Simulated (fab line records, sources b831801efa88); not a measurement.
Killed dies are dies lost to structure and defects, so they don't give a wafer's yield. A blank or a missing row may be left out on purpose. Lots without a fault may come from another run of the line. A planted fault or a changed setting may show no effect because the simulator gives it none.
Which tool did it? | flow gf180mcu | 24 lots, 72 wafers sampled, at 6 steps of a route of 602

WHAT THE GAUGES READ, wafer by wafer
GF_HV_LDD_CD_MEAS_19: target cd 400 nm. Usual: cd_nm 399.8 nm, standard deviation 2.3.
lot  | measured     | on        | cd_nm (nm)        | flag
L074 | day 10 23:36 | cd_sem-01 | 400.5 403.8 402.8 |
L076 | day 11 06:52 | cd_sem-01 | 400.3 398.3 401.2 |
L075 | day 11 07:02 | cd_sem-01 | 400.4 400.6 400.6 |
L077 | day 11 23:36 | cd_sem-02 | 399.4 399.6 399.2 |
L078 | day 12 09:24 | cd_sem-02 | 400.7 400.7 401.8 |
L079 | day 12 15:24 | cd_sem-01 | 399.3 399.3 397.3 |
L081 | day 13 00:42 | cd_sem-02 | 400.9 401.6 402.9 |
L080 | day 13 02:07 | cd_sem-02 | 396.5 396.5 396.1 |
L082 | day 13 11:28 | cd_sem-02 | 399.8 398.0 398.5 |
L083 | day 13 20:25 | cd_sem-01 | 397.7 397.4 399.6 |
L084 | day 14 01:05 | cd_sem-02 | 397.8 399.4 399.9 |
L085 | day 14 09:42 | cd_sem-02 | 403.5 402.6 403.1 |
L086 | day 14 12:56 | cd_sem-01 | 396.6 396.8 396.9 |
L087 | day 14 21:36 | cd_sem-01 | 405.9 404.0 407.1 |
L088 | day 15 01:11 | cd_sem-01 | 398.2 400.5 397.4 |
L089 | day 15 15:20 | cd_sem-01 | 396.3 397.3 399.4 |
L090 | day 15 21:35 | cd_sem-02 | 396.4 400.5 397.6 |
L091 | day 16 06:32 | cd_sem-02 | 398.1 396.7 395.9 |
L092 | day 16 08:55 | cd_sem-02 | 399.1 399.4 399.6 |
L093 | day 16 16:24 | cd_sem-02 | 400.1 397.5 398.7 |
L094 | day 17 02:44 | cd_sem-01 | 399.5 402.0 402.5 |
L095 | day 17 06:10 | cd_sem-01 | 403.2 400.3 400.5 |
L096 | day 17 17:11 | cd_sem-01 | 401.1 404.1 400.8 |
L097 | day 17 22:35 | cd_sem-02 | 399.8 399.5 398.9 |

GF_V4_CD_MEAS_14: target cd 260 nm. Usual: cd_nm 259.8 nm, standard deviation 1.1.
lot  | measured     | on        | cd_nm (nm)        | flag
L074 | day 24 18:32 | cd_sem-02 | 260.2 259.8 259.2 |
L076 | day 24 23:26 | cd_sem-01 | 260.1 260.1 261.0 |
L075 | day 25 00:47 | cd_sem-01 | 258.2 259.5 258.6 |
L077 | day 25 19:56 | cd_sem-02 | 260.3 260.5 260.7 |
L078 | day 26 04:58 | cd_sem-02 | 258.5 258.3 257.2 |
L079 | day 26 12:08 | cd_sem-02 | 259.1 258.9 260.6 |
L081 | day 26 19:50 | cd_sem-01 | 261.8 260.6 262.4 |
L080 | day 27 00:19 | cd_sem-02 | 258.8 260.3 260.4 |
L082 | day 27 09:25 | cd_sem-01 | 259.9 259.5 259.7 |
L083 | day 27 16:19 | cd_sem-01 | 260.6 260.5 260.3 |
L084 | day 27 23:11 | cd_sem-02 | 259.8 260.1 259.5 |
L085 | day 28 08:49 | cd_sem-02 | 261.1 260.4 260.4 |
L086 | day 28 11:02 | cd_sem-02 | 260.3 260.0 260.4 |
L087 | day 28 18:17 | cd_sem-02 | 258.2 259.5 260.5 |
L088 | day 28 20:56 | cd_sem-02 | 257.5 257.2 257.6 |
L089 | day 29 06:17 | cd_sem-02 | 260.6 260.2 261.2 |
L090 | day 29 13:02 | cd_sem-02 | 261.5 261.2 260.8 |
L091 | day 29 23:55 | cd_sem-01 | 259.5 260.0 259.3 |
L092 | day 30 03:10 | cd_sem-02 | 258.7 261.1 260.7 |
L093 | day 30 05:04 | cd_sem-01 | 258.9 258.9 258.5 |
L094 | day 30 14:50 | cd_sem-02 | 260.0 260.5 260.9 |
L095 | day 30 17:01 | cd_sem-01 | 260.0 260.4 260.7 |
L096 | day 31 02:35 | cd_sem-02 | 259.2 258.7 259.0 |
L097 | day 31 08:05 | cd_sem-01 | 260.1 259.5 259.0 |

GF_V5_OVL_MEAS_15. Usual: V5_OVL -3 nm, standard deviation 5.2.
lot  | measured     | on         | V5_OVL (nm) | flag
L074 | day 27 12:24 | overlay-02 | 7 -1 2      |
L076 | day 27 18:07 | overlay-01 | -1 -4 2     |
L075 | day 27 18:32 | overlay-02 | -3 -3 1     |
L077 | day 28 12:52 | overlay-01 | 1 1 -5      |
L078 | day 28 20:25 | overlay-01 | 3 1 -1      |
L079 | day 29 03:46 | overlay-02 | 0 -10 -4    |
L081 | day 29 11:02 | overlay-01 | 4 0 -4      |
L080 | day 29 15:15 | overlay-01 | -2 -5 0     |
L082 | day 29 23:25 | overlay-01 | 1 -9 -2     |
L083 | day 30 05:54 | overlay-01 | -12 -10 -8  |
L084 | day 30 10:13 | overlay-02 | 3 -1 -2     |
L085 | day 30 20:15 | overlay-01 | 2 -6 -5     |
L086 | day 30 22:45 | overlay-01 | -9 -18 -10  |
L087 | day 31 06:12 | overlay-02 | -5 -4 -3    |
L088 | day 31 09:10 | overlay-02 | -8 -11 4    |
L089 | day 31 17:27 | overlay-02 | -15 -13 -12 |
L090 | day 31 23:05 | overlay-02 | -1 -1 -6    |
L091 | day 32 08:16 | overlay-02 | -4 -8 -8    |
L092 | day 32 12:03 | overlay-01 | -1 -5 -3    |
L093 | day 32 13:25 | overlay-01 | 0 0 -3      |
L094 | day 32 22:47 | overlay-02 | 3 4 5       |
L095 | day 32 23:34 | overlay-02 | -4 -5 -6    |
L096 | day 33 09:16 | overlay-02 | -9 -15 -9   |
L097 | day 33 12:38 | overlay-02 | -4 -10 -9   |

WHICH TOOL RAN EACH LOT (tool, then ch and the chambers of the sampled wafers, then the start)
lot  | GF_M3_SPUTTER_03             | GF_M5_ETCH_09                      | GF_V5_CMP_04
L074 | pvd_sputter-01, day 20 16:31 | rie_diel-01 ch 1,2,3, day 26 15:03 | cmp-01 ch 0,1,2, day 26 16:07
L076 | pvd_sputter-01, day 20 23:58 | rie_diel-01 ch 1,2, day 26 20:39   | cmp-02 ch 0,1, day 26 21:37
L075 | pvd_sputter-01, day 21 01:07 | rie_diel-04 ch 2,3, day 26 21:00   | cmp-02 ch 1,2, day 26 22:00
L077 | pvd_sputter-04, day 21 21:17 | rie_diel-03 ch 2,3, day 27 15:30   | cmp-01 ch 0,1,3, day 27 16:35
L078 | pvd_sputter-01, day 22 08:28 | rie_diel-04 ch 1,2,3, day 28 00:03 | cmp-02 ch 0,1, day 28 01:06
L079 | pvd_sputter-02, day 22 16:56 | rie_diel-03 ch 0,1,3, day 28 06:38 | cmp-02 ch 0,1,2, day 28 07:40
L081 | pvd_sputter-01, day 22 23:30 | rie_diel-03 ch 0,1,2, day 28 14:03 | cmp-01 ch 1,2, day 28 15:01
L080 | pvd_sputter-02, day 23 05:47 | rie_diel-01 ch 0,1,3, day 28 18:34 | cmp-01 ch 1,2,3, day 28 19:38
L082 | pvd_sputter-04, day 23 15:19 | rie_diel-01 ch 1,2,3, day 29 03:06 | cmp-02 ch 2,3, day 29 04:26
L083 | pvd_sputter-04, day 23 23:25 | rie_diel-03 ch 0,1,2, day 29 09:30 | cmp-01 ch 0,1,3, day 29 10:35
L084 | pvd_sputter-02, day 24 08:06 | rie_diel-03 ch 1,2, day 29 14:12   | cmp-01 ch 1,2,3, day 29 15:12
L085 | pvd_sputter-01, day 24 16:45 | rie_diel-01 ch 0,1,2, day 30 00:27 | cmp-01 ch 0,1,2, day 30 01:38
L086 | pvd_sputter-04, day 24 20:34 | rie_diel-04 ch 0,2,3, day 30 03:00 | cmp-01 ch 0,3, day 30 03:58
L087 | pvd_sputter-01, day 25 03:49 | rie_diel-04 ch 0,1,3, day 30 10:30 | cmp-01 ch 1,2,3, day 30 11:30
L088 | pvd_sputter-02, day 25 06:33 | rie_diel-03 ch 1,2,3, day 30 13:57 | cmp-01 ch 1,3, day 30 14:54
L089 | pvd_sputter-02, day 25 17:22 | rie_diel-04 ch 1,3, day 30 22:26   | cmp-01 ch 1,2, day 30 23:23
L090 | pvd_sputter-02, day 26 01:19 | rie_diel-01 ch 1,2,3, day 31 03:48 | cmp-01 ch 0,2, day 31 04:47
L091 | pvd_sputter-02, day 26 12:17 | rie_diel-01 ch 0,1,3, day 31 13:59 | cmp-02 ch 0,1,3, day 31 15:00
L092 | pvd_sputter-01, day 26 15:11 | rie_diel-03 ch 1,3, day 31 17:44   | cmp-01 ch 0,2,3, day 31 18:55
L093 | pvd_sputter-04, day 26 18:34 | rie_diel-04 ch 1,2, day 31 18:59   | cmp-01 ch 0,1, day 31 20:01
L094 | pvd_sputter-02, day 27 06:49 | rie_diel-01 ch 1,3, day 32 04:53   | cmp-01 ch 1,3, day 32 05:52
L095 | pvd_sputter-01, day 27 07:06 | rie_diel-03 ch 0,2,3, day 32 06:06 | cmp-01 ch 0,2,3, day 32 07:07
L096 | pvd_sputter-04, day 27 17:29 | rie_diel-01 ch 0,2,3, day 32 15:27 | cmp-01 ch 0,2, day 32 16:29
L097 | pvd_sputter-02, day 28 00:38 | rie_diel-04 ch 0,1,2, day 32 19:24 | cmp-02 ch 1,2,3, day 32 20:23
- GF_M3_SPUTTER_03: material Ti, target thk 10 nm, time 6.7 s.
- GF_M5_ETCH_09: etches Si3N4 in CF4/O2, target depth 52 nm, time 11.6 s.
- GF_V5_CMP_04: polishes SiO2.

WHAT THE TOOLS THEMSELVES READ (means of the sampled wafers that have a number; where no wafer has one, the mark that the record gives instead)
GF_M3_SPUTTER_03. Usual: throttle_valve_pct 29.9 %, standard deviation 1.1.
lot  | tool           | throttle_valve_pct (%) | flag
L074 | pvd_sputter-01 | 30.1                   |
L076 | pvd_sputter-01 | 29.4                   |
L075 | pvd_sputter-01 | 29.3                   |
L077 | pvd_sputter-04 | 30.2                   |
L078 | pvd_sputter-01 | 30.0                   |
L079 | pvd_sputter-02 | 30.2                   |
L081 | pvd_sputter-01 | 30.5                   |
L080 | pvd_sputter-02 | 29.2                   |
L082 | pvd_sputter-04 | 30.4                   |
L083 | pvd_sputter-04 | 30.9                   |
L084 | pvd_sputter-02 | 29.5                   |
L085 | pvd_sputter-01 | 30.0                   |
L086 | pvd_sputter-04 | 30.1                   |
L087 | pvd_sputter-01 | 29.9                   |
L088 | pvd_sputter-02 | 30.0                   |
L089 | pvd_sputter-02 | 30.7                   |
L090 | pvd_sputter-02 | 30.3                   |
L091 | pvd_sputter-02 | 30.0                   |
L092 | pvd_sputter-01 | 29.8                   |
L093 | pvd_sputter-04 | 30.4                   |
L094 | pvd_sputter-02 | 29.7                   |
L095 | pvd_sputter-01 | 29.2                   |
L096 | pvd_sputter-04 | 30.5                   |
L097 | pvd_sputter-02 | 30.1                   |

GF_M5_ETCH_09. Usual: O2_flow_sccm 10.00 sccm, standard deviation 0.034; bias_w 150.0 W, standard deviation 0.48; drypump_motor_current_A 5.6 A, standard deviation 0.45; oes_product_au 1.003 a.u., standard deviation 0.012; throttle_valve_pct 5.972 %, standard deviation 0.0098.
lot  | tool        | O2_flow_sccm (sccm) | bias_w (W) | drypump_motor_current_A (A) | oes_product_au (a.u.) | throttle_valve_pct (%) | flag
L074 | rie_diel-01 | 9.98                | 150.0      | 5.2                         | 1.010                 | 5.973                  |
L076 | rie_diel-01 | 9.99                | 150.3      | 5.3                         | 1.011                 | 5.974                  |
L075 | rie_diel-04 | 10.02               | 150.0      | 5.9                         | 0.998                 | 5.964                  |
L077 | rie_diel-03 | 9.99                | 150.0      | 6.0                         | 0.999                 | 5.975                  |
L078 | rie_diel-04 | 10.05               | 150.2      | 5.7                         | 0.983                 | 5.956                  |
L079 | rie_diel-03 | 9.98                | 150.3      | 6.0                         | 1.002                 | 5.980                  |
L081 | rie_diel-03 | 10.02               | 150.1      | 5.6                         | 1.001                 | 5.977                  |
L080 | rie_diel-01 | 9.97                | 149.6      | 5.5                         | 1.016                 | 5.979                  |
L082 | rie_diel-01 | 10.01               | 150.4      | 5.2                         | 1.013                 | 5.976                  |
L083 | rie_diel-03 | 10.02               | 149.9      | 5.6                         | 0.996                 | 5.973                  |
L084 | rie_diel-03 | 9.98                | 149.8      | 5.5                         | 0.998                 | 5.967                  |
L085 | rie_diel-01 | 10.01               | 150.2      | 5.5                         | 1.002                 | 5.973                  |
L086 | rie_diel-04 | 10.00               | 149.6      | 5.7                         | 1.003                 | 5.965                  |
L087 | rie_diel-04 | 10.01               | 149.7      | 5.5                         | 0.998                 | 5.969                  |
L088 | rie_diel-03 | 10.00               | 150.1      | 5.9                         | 1.006                 | 5.983                  |
L089 | rie_diel-04 | 9.99                | 149.9      | 5.4                         | 0.993                 | 5.969                  |
L090 | rie_diel-01 | 9.98                | 149.9      | 5.2                         | 0.996                 | 5.967                  |
L091 | rie_diel-01 | 10.02               | 150.3      | 5.5                         | 1.016                 | 5.979                  |
L092 | rie_diel-03 | 10.05               | 150.5      | 5.9                         | 1.004                 | 5.980                  |
L093 | rie_diel-04 | 10.01               | 149.9      | 5.4                         | 0.995                 | 5.959                  |
L094 | rie_diel-01 | 9.99                | 150.5      | 5.3                         | 1.010                 | 5.969                  |
L095 | rie_diel-03 | 9.99                | 149.9      | 6.0                         | 1.010                 | 5.987                  |
L096 | rie_diel-01 | 9.98                | 150.2      | 5.4                         | 1.002                 | 5.966                  |
L097 | rie_diel-04 | 9.99                | 150.1      | 5.6                         | 1.009                 | 5.970                  |

GF_V5_CMP_04. Usual: motor_current_A 12.2 A, standard deviation 0.9.
lot  | tool   | motor_current_A (A) | flag
L074 | cmp-01 | 12.4                |
L076 | cmp-02 | 13.6                |
L075 | cmp-02 | 12.4                |
L077 | cmp-01 | 11.4                |
L078 | cmp-02 | 13.5                |
L079 | cmp-02 | 13.0                |
L081 | cmp-01 | 12.9                |
L080 | cmp-01 | 12.4                |
L082 | cmp-02 | 12.2                |
L083 | cmp-01 | 11.5                |
L084 | cmp-01 | 12.5                |
L085 | cmp-01 | 12.1                |
L086 | cmp-01 | 11.1                |
L087 | cmp-01 | 12.1                |
L088 | cmp-01 | 11.5                |
L089 | cmp-01 | 12.7                |
L090 | cmp-01 | 12.5                |
L091 | cmp-02 | 12.6                |
L092 | cmp-01 | 11.7                |
L093 | cmp-01 | 11.7                |
L094 | cmp-01 | 12.0                |
L095 | cmp-01 | 11.6                |
L096 | cmp-01 | 11.9                |
L097 | cmp-02 | 12.7                |

THE ANSWER, worked out from the rows above alone
Rule: a lot is off if the mean of its wafers that have a number lies more than 3 standard deviations from the usual mean. A lot without any number at a reading at which 4 lots or more have one is off too. The other lots that the step has rows for count as sound. The gauges are gone through in route order, then the tools' own readings, and for those a lot's mean is taken as printed above. The first step at which some lot is off is used, and at that step the reading that is off furthest; a lot without a number counts as furthest.
No lot is off at any reading shown: from this, nothing can be told.

WHAT THE SIMULATOR HAD PUT IN
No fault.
